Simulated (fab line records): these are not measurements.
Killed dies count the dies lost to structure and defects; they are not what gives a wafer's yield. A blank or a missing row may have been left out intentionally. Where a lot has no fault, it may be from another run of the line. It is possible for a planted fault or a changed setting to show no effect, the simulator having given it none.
Which tool is to blame? -- flow sky130 -- at 1 step of a route of 708, 6 lots with 18 wafers sampled

== WHAT EACH GAUGE READ, for each wafer ==
SKY_CAP2M_THK_MEAS_04: measures by xrf.
lot,measured,on,CAP2M_TIN_THK (nm)
L962,day 40 03:13,film-metro-02,198.7 198.8 196.2
L967,day 41 10:01,film-metro-01,197.6 198.4 196.5
L973,day 43 04:07,film-metro-02,193.7 196.4 195.7
L979,day 44 15:47,film-metro-01,198.6 197.6 197.6
L982,day 45 14:32,film-metro-03,195.8 193.8 197.0
L983,day 45 23:55,film-metro-02,197.0 195.3 195.7

== EACH LOT AND THE TOOL THAT RAN IT (in order: tool; ch and the chambers of the sampled wafers; start) ==
Before these readings, the record contains no process step.

== THE ANSWER, worked out from the rows above alone ==
Rule: what is usual is taken from the lots themselves. The widest of any qualifying gaps counts: lots, ordered by their means at a reading, are off when they make up no more than a third of the lots, leave a main group of 4 or more, and stand apart from it by 3 or more times the standard deviation of that group's means. If all means in a main group match to the digits the tables above print for the reading, that group is not used. A lot without any number at a reading at which 4 lots or more have one is off too. The other lots that the step has rows for count as sound.
No lot is off on any of the readings shown, so nothing can be concluded from this.

== WHAT THE SIMULATOR PUT IN ==
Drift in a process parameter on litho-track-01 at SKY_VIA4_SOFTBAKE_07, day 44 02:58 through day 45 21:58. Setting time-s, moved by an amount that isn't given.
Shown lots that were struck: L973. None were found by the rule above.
